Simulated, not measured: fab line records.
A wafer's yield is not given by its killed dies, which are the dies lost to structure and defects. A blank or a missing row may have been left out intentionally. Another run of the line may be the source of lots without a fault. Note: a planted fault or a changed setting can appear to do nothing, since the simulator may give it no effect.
Matching of chambers | flow sfqLine | cmp-01 running SFQ_TRILAYER_I0_CMP_CMP_028: 4 sister chambers
The step polishes SiO2. 7 wafers are shown with their chamber, then 7 later ones without.

## WAFERS, EACH WITH ITS CHAMBER
wafer  | chamber | slurryFilterDpKPa (kPa) | timeToEndpointS (s)
L917.1 | 1       | 13.59                   | 212
L917.6 | 1       | 13.34                   | 209
L924.1 | 0       | 13.61                   | 211
L925.5 | 3       | 13.42                   | 214
L925.6 | 0       | 13.31                   | 206
L926.2 | 3       | 13.58                   | 198
L926.1 | 2       | 13.30                   | 203

## WAFERS WITHOUT THEIR CHAMBER
wafer  | slurryFilterDpKPa (kPa) | timeToEndpointS (s)
L926.6 | 13.61                   | 201
L928.4 | 13.29                   | 210
L928.2 | 13.52                   | 212
L928.6 | 13.67                   | 204
L938.2 | 13.56                   | 202
L938.5 | 13.59                   | 220
L938.6 | 13.33                   | 212

## THE CHAMBER EACH PASSED THROUGH
wafer  | from the rows above               | in truth
L926.6 | can't be placed: 3 or 0 or 1 or 2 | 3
L928.4 | can't be placed: 2 or 0 or 1 or 3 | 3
L928.2 | can't be placed: 1 or 0 or 3 or 2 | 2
L928.6 | can't be placed: 3 or 0 or 1 or 2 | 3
L938.2 | can't be placed: 3 or 0 or 1 or 2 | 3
L938.5 | can't be placed: 1 or 0 or 3 or 2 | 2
L938.6 | can't be placed: 1 or 0 or 2 or 3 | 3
Placed correctly: 0 of 7. Not placeable from these rows: 7 (in 7, the candidates include the true chamber). Number placed wrongly: 0.
How it was worked out, from the rows above alone: a wafer's distance from a chamber is the root of the sum, over the readings, of the square of ((its reading less the chamber's mean) divided by the reading's scatter). If the next closest chamber is less than 2 further off than the closest, the wafer can't be placed; otherwise it belongs to the closest. A chamber's mean is the mean of its shown wafers. The scatter: take each reading less its chamber's mean, square it, sum over the shown wafers, divide by the number of wafers less the number of chambers, and take the root.
